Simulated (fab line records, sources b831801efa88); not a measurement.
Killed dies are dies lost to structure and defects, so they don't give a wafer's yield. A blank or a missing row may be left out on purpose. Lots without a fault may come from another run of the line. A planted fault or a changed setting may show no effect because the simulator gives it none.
Chamber matching | flow sky130 | SKY_VIA1_CMP_02 on cmp-02: 4 sister chambers
The step polishes SiO2. 4 wafers are shown with their chamber, then 10 later ones without.

WAFERS WITH THEIR CHAMBER
wafer  | chamber | motor_current_A (A)
L796.2 | 1       | 10.9
L797.6 | 3       | 12.2
L798.2 | 2       | 14.3
L798.4 | 0       | 12.5

WAFERS WITHOUT THEIR CHAMBER
wafer  | motor_current_A (A)
L798.6 | 11.5
L799.1 | 12.5
L799.5 | 14.6
L799.6 | 12.6
L809.1 | 12.0
L809.3 | 13.9
L809.4 | 11.9
L810.3 | 13.6
L810.5 | 14.8
L810.6 | 10.7

WHICH CHAMBER EACH WENT THROUGH
wafer  | from the rows above          | in truth
L798.6 | can't be placed: 1 or 3 or 0 | 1
L799.1 | can't be placed: 0 or 3      | 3
L799.5 | 2                            | 2
L799.6 | can't be placed: 0 or 3      | 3
L809.1 | can't be placed: 3 or 0      | 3
L809.3 | 2                            | 2
L809.4 | can't be placed: 3 or 0 or 1 | 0
L810.3 | can't be placed: 2 or 0 or 3 | 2
L810.5 | 2                            | 2
L810.6 | 1                            | 1
Placed correctly: 4 of 10. Can't be placed from these rows: 6 (the true chamber is among the candidates in 6). Placed wrongly: 0.
How it was worked out, from the rows above alone: a wafer's distance from a chamber is the root of the sum, over the readings, of the square of ((its reading less the chamber's mean) divided by the reading's scatter). The wafer belongs to the nearest chamber; if the next one is less than 2 further off, it can't be placed. A chamber's mean is the mean of its shown wafers. The scatter: with one shown wafer a chamber, the root of the mean of the squares of how far each hidden wafer lies from its nearest shown one.
